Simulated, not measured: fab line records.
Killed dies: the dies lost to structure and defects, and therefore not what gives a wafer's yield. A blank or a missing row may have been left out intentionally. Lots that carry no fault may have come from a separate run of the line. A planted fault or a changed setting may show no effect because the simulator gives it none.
Which tool did it? | flow sky130 | 18 wafers from 6 lots sampled at 2 of the route's 708 steps

WHAT THE GAUGES SHOWED, per wafer
SKY_CAPM_THK_MEAS_04: measures by xrf.
lot  | measured     | on            | CAPM_TIN_THK (nm)
L739 | day 36 09:47 | film-metro-04 | 200.2 201.0 202.6
L741 | day 37 15:34 | film-metro-03 | 201.2 203.6 205.1
L743 | day 38 05:58 | film-metro-04 | 195.6 194.6 192.0
L751 | day 40 18:43 | film-metro-04 | 197.1 198.6 199.9
L753 | day 41 03:00 | film-metro-03 | 205.2 201.5 204.5
L755 | day 42 10:22 | film-metro-03 | 199.5 201.4 198.9

EACH LOT AND THE TOOL THAT RAN IT (in order: tool; ch and the chambers of the sampled wafers; start)
lot  | SKY_VT_ADJUST_HVTR_STRIP_10
L739 | plasma-asher-01 ch 0, day 9 14:56
L741 | plasma-asher-01 ch 0,1, day 10 11:53
L743 | plasma-asher-02 ch 1, day 11 00:51
L751 | plasma-asher-01 ch 0,1, day 13 10:47
L753 | plasma-asher-02 ch 0,1, day 14 02:16
L755 | plasma-asher-01 ch 0, day 15 07:47
- SKY_VT_ADJUST_HVTR_STRIP_10: strips in O2/N2.

THE ANSWER, worked out from the rows above alone
Rule: the usual values come from the lots themselves. Put in order of their means at a reading, lots are off if they are a third of the lots or fewer, leave a main group of 4 or more, and stand apart from it by a gap of 3 or more times the standard deviation of the main group's means; of several such gaps the widest counts. The tables above print the reading to a certain number of digits; a main group whose means all agree to those digits is not used. Also off: a lot with no number at a reading for which 4 or more lots have one. The other lots that the step has rows for count as sound.
No lot is off on any of the readings shown, so nothing can be concluded from this.

WHAT THE SIMULATOR HAD INSERTED
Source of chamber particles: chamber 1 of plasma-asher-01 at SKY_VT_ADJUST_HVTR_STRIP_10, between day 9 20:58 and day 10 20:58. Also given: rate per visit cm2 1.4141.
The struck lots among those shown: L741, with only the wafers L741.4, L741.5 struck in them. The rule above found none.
